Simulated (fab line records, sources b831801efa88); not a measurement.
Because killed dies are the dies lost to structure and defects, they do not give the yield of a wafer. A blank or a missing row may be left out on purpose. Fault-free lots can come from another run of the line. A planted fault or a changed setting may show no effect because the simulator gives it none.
fab line records	flow gf180mcu
[record] lots = 13	wafers = 39	lastDay = 34
route steps=602 shown STI@31 HV_LDD@210 SAB@273 SALICIDE@282
lots with no fault: from the same line, run without faults
startH: start of the lot's first displayed wafer, in hours after the record's first day	waitH: how many hours have passed since the lot's step before this one	" repeats the value in the row above	L1.1+2: a single row standing in for several wafers	- value missing, or start not given	* or withheld: withheld	< > ~ a bound
route shown NAME@n: a module of which the file shows steps, and the number in the route of the first	usual: the fault-free wafers' mean and standard deviation	same: alike in all rows	chamber/n: place in a boat	sites: each site's reading	_std_site: standard deviation of those values	_edge_site: the outer-site mean with the inner-site mean subtracted	radiusMm: for every site, how far away it sits from the centre of the wafer	mask NAME#n: copy n	behind: tool/chamber where the wafer was last shaped	hold: what put the lot on hold/how long, in hours/how the hold closed	device: names the non-switching transistor (n, p or np)	end of line: tests of these same wafers at the route's end	a step given without rows: its recipe and nothing more	killed: count of dies lost to structure and defects at first sort (not the wafer's yield)	map: a wafer's dies, x killed, . not, _ none there
set.NAME: the setting as run; set.NAME@STEP: as run at that earlier step	model.NAME: the simulator's own value behind a step, which no gauge read
steps of the route over a sample of lots; a table a step, a row a wafer
services: from which hour (startH, from the record's first day; less than 0 if before it) a tool's chamber was out of use, for how many hours, and why
[[steps]]
[step GF_STI_THK_MEAS_30]
[recipe] reads = SiO2_of_STI_OXIDATION_29
[usual] STI_OXIDATION_02_THK = 10.01/0.18
lot.wafer	tool	chamber	startH	waitH	STI_OXIDATION_02_THK[nm]
L437.2	filmMetro-02	-	30.10	0.0	9.79
L437.3	"	-	"	"	9.83
L437.5	"	-	"	"	9.85
L438.3	filmMetro-02	-	35.77	0.0	10.09
L438.4	"	-	"	"	10.20
L438.5	"	-	"	"	10.06
L441.1	filmMetro-04	-	60.73	0.0	9.71
L441.2	"	-	"	"	9.80
L441.4	"	-	"	"	9.82
L443.1	filmMetro-04	-	63.57	0.0	10.07
L443.2	"	-	"	"	10.20
L443.6	"	-	"	"	10.07
L444.1	filmMetro-02	-	67.91	0.0	9.80
L444.2	"	-	"	"	9.84
L444.4	"	-	"	"	9.96
L445.1	filmMetro-01	-	74.89	0.0	9.99
L445.2	"	-	"	"	10.04
L445.4	"	-	"	"	9.89
L446.2	filmMetro-04	-	80.64	0.0	10.43
L446.3	"	-	"	"	10.19
L446.4	"	-	"	"	10.16
L447.2	filmMetro-01	-	82.03	0.0	9.94
L447.5	"	-	"	"	9.81
L447.6	"	-	"	"	9.78
L450.2	filmMetro-04	-	96.06	0.0	10.12
L450.4	"	-	"	"	9.96
L450.5	"	-	"	"	9.91
L451.1	filmMetro-04	-	100.80	0.0	10.10
L451.3	"	-	"	"	10.25
L451.4	"	-	"	"	9.94
L453.1	filmMetro-04	-	111.24	0.0	10.23
L453.3	"	-	"	"	10.29
L453.5	"	-	"	"	10.02
L456.1	filmMetro-04	-	127.86	0.0	10.07
L456.4	"	-	"	"	9.93
L456.5	"	-	"	"	9.99
L459.2	filmMetro-04	-	142.57	0.0	9.95
L459.3	"	-	"	"	10.06
L459.4	"	-	"	"	10.00
[step GF_HV_LDD_IMPLANT_34]
[recipe] species = P	energyKev = 60	doseCm2 = 7.5e+12	tiltDeg = 30	rotationDeg = 90
[usual] doseIonsCm2 = 7.5e+12/8e+09	faradayCurrentUA = 42.3/0.85
lot.wafer	tool	chamber	startH	waitH	doseIonsCm2	faradayCurrentUA
L437.2	implanter-03	0	246.54	0.1	7.492e+12	41.7
L437.3	"	0	"	"	7.506e+12	43.2
L437.5	"	0	"	"	7.497e+12	42.6
L438.3	implanter-01	0	257.66	0.1	7.509e+12	41.3
L438.4	"	0	"	"	7.495e+12	42.2
L438.5	"	0	"	"	7.502e+12	41.9
L441.1	implanter-02	0	294.11	0.1	7.495e+12	42.0
L441.2	"	0	"	"	7.506e+12	42.9
L441.4	"	0	"	"	7.506e+12	43.2
L443.1	implanter-01	0	304.91	0.1	7.492e+12	42.4
L443.2	"	0	"	"	7.491e+12	42.6
L443.6	"	0	"	"	7.509e+12	40.5
L444.1	implanter-02	0	305.16	0.1	7.479e+12	41.5
L444.2	"	0	"	"	7.486e+12	42.3
L444.4	"	0	"	"	7.493e+12	41.0
L445.1	implanter-03	0	325.66	0.1	7.508e+12	41.7
L445.2	"	0	"	"	7.515e+12	42.9
L445.4	"	0	"	"	7.519e+12	41.4
L446.2	implanter-02	0	335.53	0.1	7.496e+12	42.9
L446.3	"	0	"	"	7.511e+12	42.4
L446.4	"	0	"	"	7.498e+12	42.1
L447.2	implanter-01	0	343.63	0.1	7.501e+12	42.4
L447.5	"	0	"	"	7.507e+12	41.6
L447.6	"	0	"	"	7.508e+12	42.4
L451.1	implanter-01	0	364.16	0.1	3.618e+12	20.6
L451.3	"	0	"	"	3.616e+12	20.9
L451.4	"	0	"	"	3.629e+12	20.1
L450.2	implanter-01	0	365.13	0.1	3.61e+12	20.7
L450.4	"	0	"	"	3.612e+12	20.1
L450.5	"	0	"	"	3.622e+12	20.3
L453.1	implanter-03	0	379.61	0.1	7.504e+12	41.5
L453.3	"	0	"	"	7.495e+12	41.1
L453.5	"	0	"	"	7.505e+12	41.7
L456.1	implanter-03	0	399.96	0.1	7.487e+12	44.9
L456.4	"	0	"	"	7.497e+12	41.3
L456.5	"	0	"	"	7.515e+12	42.8
L459.2	implanter-02	0	417.03	0.1	7.494e+12	42.2
L459.3	"	0	"	"	7.507e+12	41.3
L459.4	"	0	"	"	7.494e+12	42.6
[step GF_HV_LDD_TW_MEAS_38]
[usual] HV_LDD_3_TW = 1429/7.3
lot.wafer	tool	chamber	startH	waitH	hold	HV_LDD_3_TW
L437.2	filmMetro-01	-	247.07	0.1	-	1438
L437.3	"	-	"	"	-	1430
L437.5	"	-	"	"	-	1432
L438.3	filmMetro-02	-	258.18	0.1	-	1425
L438.4	"	-	"	"	-	1419
L438.5	"	-	"	"	-	1420
L441.1	filmMetro-03	-	294.66	0.1	-	1436
L441.2	"	-	"	"	-	1439
L441.4	"	-	"	"	-	1435
L443.1	filmMetro-01	-	305.46	0.1	-	1429
L443.2	"	-	"	"	-	1426
L443.6	"	-	"	"	-	1428
L444.1	filmMetro-01	-	305.71	0.1	-	1428
L444.2	"	-	"	"	-	1432
L444.4	"	-	"	"	-	1437
L445.1	filmMetro-02	-	326.21	0.1	-	1424
L445.2	"	-	"	"	-	1426
L445.4	"	-	"	"	-	1428
L446.2	filmMetro-03	-	336.07	0.1	-	1430
L446.3	"	-	"	"	-	1435
L446.4	"	-	"	"	-	1429
L447.2	filmMetro-02	-	344.17	0.1	-	1426
L447.5	"	-	"	"	-	1430
L447.6	"	-	"	"	-	1422
L451.1	filmMetro-03	-	364.71	0.1	awaitDispo/0.2h/release	1367
L451.3	"	-	"	"	awaitDispo/0.2h/release	1365
L451.4	"	-	"	"	awaitDispo/0.2h/release	1369
L451.1	filmMetro-03	-	365.00	0.3	-	1365
L451.3	"	-	"	"	-	1366
L451.4	"	-	"	"	-	1367
L450.2	filmMetro-02	-	365.67	0.1	awaitDispo/0.2h/release	1365
L450.4	"	-	"	"	awaitDispo/0.2h/release	1361
L450.5	"	-	"	"	awaitDispo/0.2h/release	1362
L450.2	filmMetro-02	-	365.89	0.2	-	1359
L450.4	"	-	"	"	-	1368
L450.5	"	-	"	"	-	1366
L453.1	filmMetro-01	-	380.16	0.1	-	1423
L453.3	"	-	"	"	-	1434
L453.5	"	-	"	"	-	1436
L456.1	filmMetro-01	-	400.51	0.1	-	1432
L456.4	"	-	"	"	-	1423
L456.5	"	-	"	"	-	1427
L459.2	filmMetro-03	-	417.57	0.1	-	1433
L459.3	"	-	"	"	-	1418
L459.4	"	-	"	"	-	1427
[step GF_HV_LDD_RS_MEAS_53]
[recipe] thkMeasGauge = four-point-probe
[usual] HV_LDD_RS = 418.1/0.89
lot.wafer	tool	chamber	startH	waitH	hold	HV_LDD_RS[ohm/sq]
L437.2	filmMetro-03	-	265.11	0.1	-	417.9
L437.3	"	-	"	"	-	418.0
L437.5	"	-	"	"	-	417.6
L438.3	filmMetro-03	-	276.88	0.1	-	418.7
L438.4	"	-	"	"	-	419.5
L438.5	"	-	"	"	-	419.8
L441.1	filmMetro-02	-	315.29	0.1	-	416.5
L441.2	"	-	"	"	-	417.6
L441.4	"	-	"	"	-	416.4
L443.1	filmMetro-01	-	326.23	0.1	-	420.3
L443.2	"	-	"	"	-	419.2
L443.6	"	-	"	"	-	420.1
L444.1	filmMetro-02	-	326.44	0.1	-	417.7
L444.2	"	-	"	"	-	417.5
L444.4	"	-	"	"	-	418.0
L445.1	filmMetro-01	-	347.69	0.1	-	418.7
L445.2	"	-	"	"	-	417.3
L445.4	"	-	"	"	-	418.4
L446.2	filmMetro-03	-	358.32	0.1	-	418.8
L446.3	"	-	"	"	-	418.1
L446.4	"	-	"	"	-	419.0
L447.2	filmMetro-01	-	366.42	0.1	-	418.1
L447.5	"	-	"	"	-	417.0
L447.6	"	-	"	"	-	416.5
L451.1	filmMetro-01	-	387.87	0.1	awaitDispo/0.2h/release	429.5
L451.3	"	-	"	"	awaitDispo/0.2h/release	429.4
L451.4	"	-	"	"	awaitDispo/0.2h/release	429.0
L451.1	filmMetro-01	-	388.15	0.3	-	429.1
L451.3	"	-	"	"	-	430.3
L451.4	"	-	"	"	-	429.6
L450.2	filmMetro-03	-	389.06	0.1	awaitDispo/0.2h/release	429.8
L450.4	"	-	"	"	awaitDispo/0.2h/release	428.6
L450.5	"	-	"	"	awaitDispo/0.2h/release	429.0
L450.2	filmMetro-03	-	389.34	0.3	-	429.2
L450.4	"	-	"	"	-	429.3
L450.5	"	-	"	"	-	429.1
L453.1	filmMetro-01	-	403.38	0.1	-	418.3
L453.3	"	-	"	"	-	417.9
L453.5	"	-	"	"	-	418.8
L456.1	filmMetro-03	-	424.98	0.1	-	418.6
L456.4	"	-	"	"	-	417.2
L456.5	"	-	"	"	-	418.2
L459.2	filmMetro-01	-	442.30	0.1	-	419.9
L459.3	"	-	"	"	-	419.3
L459.4	"	-	"	"	-	418.6
[step GF_SAB_CD_MEAS_09]
[recipe] targetCdNm = 420
[usual] cdNm = 420.8/2.3
lot.wafer	tool	chamber	startH	waitH	cdNm
L437.2	cdSem-01	-	325.11	0.1	415.9
L437.3	"	-	"	"	418.7
L437.5	"	-	"	"	419.4
L438.3	cdSem-01	-	339.03	0.1	422.2
L438.4	"	-	"	"	421.4
L438.5	"	-	"	"	422.9
L441.1	cdSem-02	-	381.49	0.1	420.4
L441.2	"	-	"	"	419.3
L441.4	"	-	"	"	419.7
L443.1	cdSem-01	-	395.20	0.1	418.7
L443.2	"	-	"	"	417.4
L443.6	"	-	"	"	418.2
L444.1	cdSem-01	-	397.70	0.1	422.2
L444.2	"	-	"	"	422.7
L444.4	"	-	"	"	421.4
L445.1	cdSem-01	-	419.85	0.1	421.6
L445.2	"	-	"	"	419.9
L445.4	"	-	"	"	421.4
L446.2	cdSem-01	-	430.71	0.1	417.8
L446.3	"	-	"	"	419.4
L446.4	"	-	"	"	419.2
L447.2	cdSem-02	-	440.81	0.1	420.9
L447.5	"	-	"	"	419.9
L447.6	"	-	"	"	418.3
L451.1	cdSem-01	-	463.85	0.1	426.1
L451.3	"	-	"	"	424.7
L451.4	"	-	"	"	425.0
L450.2	cdSem-02	-	465.76	0.1	424.9
L450.4	"	-	"	"	424.5
L450.5	"	-	"	"	423.8
L453.1	cdSem-02	-	479.15	0.1	421.7
L453.3	"	-	"	"	421.1
L453.5	"	-	"	"	420.6
L456.1	cdSem-01	-	502.39	0.1	420.5
L456.4	"	-	"	"	422.3
L456.5	"	-	"	"	419.6
L459.2	cdSem-02	-	518.62	0.1	423.4
L459.3	"	-	"	"	423.3
L459.4	"	-	"	"	424.9
[step GF_SALICIDE_RS_MEAS_04]
[recipe] thkMeasGauge = four-point-probe	reads = TiN_of_SALICIDE_SPUTTER_03+Co_of_SALICIDE_SPUTTER_02
[usual] SALICIDE_TIN_RS = 16.95/0.27
lot.wafer	tool	chamber	startH	waitH	SALICIDE_TIN_RS[ohm/sq]
L437.2	filmMetro-03	-	325.66	0.0	17.24
L437.3	"	-	"	"	17.55
L437.5	"	-	"	"	17.33
L438.3	filmMetro-03	-	339.58	0.1	16.19
L438.4	"	-	"	"	16.62
L438.5	"	-	"	"	16.81
L441.1	filmMetro-04	-	382.05	0.0	16.61
L441.2	"	-	"	"	16.90
L441.4	"	-	"	"	16.89
L443.1	filmMetro-04	-	395.75	0.0	16.70
L443.2	"	-	"	"	16.85
L443.6	"	-	"	"	16.53
L444.1	filmMetro-04	-	398.26	0.0	16.97
L444.2	"	-	"	"	16.95
L444.4	"	-	"	"	16.96
L445.1	filmMetro-04	-	420.41	0.0	17.38
L445.2	"	-	"	"	17.34
L445.4	"	-	"	"	16.90
L446.2	filmMetro-01	-	431.30	0.0	16.65
L446.3	"	-	"	"	16.56
L446.4	"	-	"	"	16.94
L447.2	filmMetro-01	-	441.36	0.0	16.72
L447.5	"	-	"	"	16.69
L447.6	"	-	"	"	16.49
L451.1	filmMetro-01	-	464.41	0.0	17.12
L451.3	"	-	"	"	17.61
L451.4	"	-	"	"	17.51
L450.2	filmMetro-01	-	466.36	0.0	17.07
L450.4	"	-	"	"	17.25
L450.5	"	-	"	"	17.27
L453.1	filmMetro-01	-	479.71	0.0	17.50
L453.3	"	-	"	"	17.51
L453.5	"	-	"	"	17.49
L456.1	filmMetro-04	-	502.94	0.0	16.85
L456.4	"	-	"	"	16.69
L456.5	"	-	"	"	16.81
L459.2	filmMetro-01	-	519.17	0.0	16.85
L459.3	"	-	"	"	16.65
L459.4	"	-	"	"	16.95
[[services]]
tool	chamber	startH	hours	kind
implanter-01	-	229.12	2.0	repair
implanter-01	-	243.04	2.9	repair
implanter-02	-	267.11	4.7	pm
implanter-02	-	280.44	4.0	repair
implanter-01	-	283.70	4.0	repair
implanter-03	-	297.21	6.4	repair
implanter-02	-	305.88	3.8	pm
implanter-03	-	306.79	6.4	pm
implanter-03	-	353.65	5.9	repair
implanter-03	-	414.91	7.7	pm
[[key]]
[firstSign] step = GF_HV_LDD_IMPLANT_34	reading = doseIonsCm2	direction = down	sigmas = 99+	usual = 7.5e+12	struck = 3.618e+12
[effect] step = GF_HV_LDD_IMPLANT_34	reading = faradayCurrentUA	direction = down	sigmas = 26	usual = 42.3	struck = 20.5
[effect] step = GF_HV_LDD_TW_MEAS_38	reading = visit	direction = added
[effect] step = GF_HV_LDD_TW_MEAS_38	reading = HV_LDD_3_TW	direction = down	sigmas = 8.9	usual = 1429	struck = 1365
[effect] step = GF_HV_LDD_RS_MEAS_53	reading = visit	direction = added
[effect] step = GF_HV_LDD_RS_MEAS_53	reading = HV_LDD_RS	direction = up	sigmas = 12	usual = 418.1	struck = 429.2
metAt GF_HV_LDD_IMPLANT_34
struckLots L450,L451
testerLeftOut L450,L451
notActingAt GF_STI_THK_MEAS_30,GF_SAB_CD_MEAS_09,GF_SALICIDE_RS_MEAS_04
onsetBetween 343.63 364.16
[fault] kind = processParameterDrift	tool = implanter-01	chamber = -	onsetH = 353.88	steps = GF_HV_LDD_IMPLANT_34	channel = doseCm2	offset = -3.881e+12	shape = step	endH = 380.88	actsIn = theseRecipesOnly	stated = 7.5e+12
// testerLeftOut: of these lots the tester's yield and bins aren't shown, on N5 and GAA mostly nor the transistor test; their killed dies are dies lost to structure and defects alone, not to doping, threshold or leakage, so they don't give the yield
